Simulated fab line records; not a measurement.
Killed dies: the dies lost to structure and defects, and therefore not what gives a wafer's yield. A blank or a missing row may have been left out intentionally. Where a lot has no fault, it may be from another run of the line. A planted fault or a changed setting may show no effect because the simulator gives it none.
Matching of chambers | flow gf180mcu | GF_V4_CMP_04 on cmp-01 has 4 sister chambers
The step polishes SiO2. 4 wafers are shown with their chamber, then 8 later ones without.

## WAFERS, EACH WITH ITS CHAMBER
wafer  | chamber | motor_current_A (A)
L941.5 | 0       | 13.6
L943.3 | 2       | 12.2
L945.6 | 3       | 10.3
L951.1 | 1       | 12.2

## WAFERS WITH NO CHAMBER GIVEN
wafer  | motor_current_A (A)
L951.2 | 11.0
L951.6 | 11.2
L954.3 | 14.0
L954.5 | 12.4
L954.6 | 11.3
L958.1 | 11.9
L958.2 | 13.8
L958.4 | 10.5

## CHAMBER TAKEN BY EACH
wafer  | from the rows above          | in truth
L951.2 | can't be placed: 3 or 1 or 2 | 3
L951.6 | can't be placed: 3 or 1 or 2 | 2
L954.3 | 0                            | 0
L954.5 | can't be placed: 1 or 2 or 0 | 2
L954.6 | can't be placed: 1 or 2 or 3 | 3
L958.1 | can't be placed: 1 or 2      | 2
L958.2 | 0                            | 0
L958.4 | 3                            | 3
3 of 8 placed correctly. Not placeable from these rows: 5 (in 5, the candidates include the true chamber). Number placed wrongly: 0.
How it was worked out, from the rows above alone: a wafer's distance from a chamber is the root of the sum, over the readings, of the square of ((its reading less the chamber's mean) divided by the reading's scatter). The wafer belongs to the nearest chamber; if the next one is less than 2 further off, it can't be placed. The mean given for a chamber averages the wafers shown for that chamber. The scatter: root of mean squared gap, hidden wafer to nearest shown wafer, with one shown wafer a chamber.
